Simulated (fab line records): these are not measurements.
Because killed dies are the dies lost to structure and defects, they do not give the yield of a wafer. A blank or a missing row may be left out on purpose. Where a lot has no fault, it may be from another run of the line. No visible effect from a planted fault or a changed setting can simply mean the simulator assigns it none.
Problem report, 8D (eight disciplines) form, completed by code -- flow gf180mcu -- the parts of the form that need people (team, actions taken, sign-off) are left out

1. THE PROBLEM
At GF_POLY_GATE_CD_MEAS_10, cd_nm averages 224.2 nm over 6 wafers from 2 lots, while fault-free wafers read 279.9 nm, standard deviation 1. That is -56 standard deviations from the usual mean.
The step: target cd 280 nm.
Seen first at day 13 00:37 on cd_sem-02, wafer L316.2. The record holds 42 wafers of 14 lots with a number at this step. Rule for "out", or "out of limits": more than 4 standard deviations from the usual mean. The rest of the wafers with a number are treated as sound.

2. WHAT IT IS; WHAT IT IS NOT
question,is,is not
which readings at this step,cd_nm,-
which lots,"L316, L317","L303, L304, L305, L306, L307, L308, L309, L310, L313, L314, L315, L326"
which wafers of those lots,all that have a number,-
read on which gauges,cd_sem-02,cd_sem-01
when,from day 13 00:37,up to then (33 sound wafers); but 3 sound wafers of L326 came after

3. SUSPECTS, AND WHAT RULES EACH OUT
Counting: a tool stays on the suspect list if, at a process step up to the reading, it processed all lots that are out and no sound lot following the first of them.
- the gauge at GF_POLY_GATE_CD_MEAS_10: kept. All the wafers that are out were read on cd_sem-02, and no step on other tools shows them out.
- krf_scanner-02 at GF_POLY_GATE_EXPOSE_07 (exposes mask Poly2, target cd 280 nm): kept. It ran every lot that is out, first L316 (day 12 14:35), and no sound lot after that; its last sound lot up to then is L315 (day 12 11:16).
The count leaves cd_sem-02 at GF_POLY_GATE_CD_MEAS_10 and krf_scanner-02 at GF_POLY_GATE_EXPOSE_07.

4. THE CAUSE (what the simulator had put in)
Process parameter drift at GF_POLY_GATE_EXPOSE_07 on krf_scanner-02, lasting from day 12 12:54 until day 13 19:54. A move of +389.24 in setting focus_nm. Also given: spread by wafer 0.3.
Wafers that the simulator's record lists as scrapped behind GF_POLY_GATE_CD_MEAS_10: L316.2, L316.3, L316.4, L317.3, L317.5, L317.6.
Counting left 2 suspects, and this tool is among them.

5. SEQUENCE OF EFFECTS, ordered by route
One row per reading whose mean, taken over the struck wafers that have a number, lies over 3 standard deviations from the usual. Only readings whose record carries a usual standard deviation are examined. hours: median over the lots of the time between each lot's start at the first step of this table that gives one and its start at this step. sigmas: the change, counted in usual standard deviations.
hours,step,reading,usual,on struck wafers,change,sigmas
0,GF_POLY_GATE_CD_MEAS_10,cd_nm,279.9 nm,224.2,-55.7,-56

6. WHAT WOULD HAVE CAUGHT IT SOONER
Counted from the fault's start at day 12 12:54, it took 12 hours until the first out-of-limits reading at a measuring or inspecting step in this record, taken at day 13 00:37.
By day 13 00:37 the whole set of lots that are out, 2 in number, had already begun GF_POLY_GATE_EXPOSE_07 on krf_scanner-02. Had the tool been put on hold then, not one of them would have been saved.
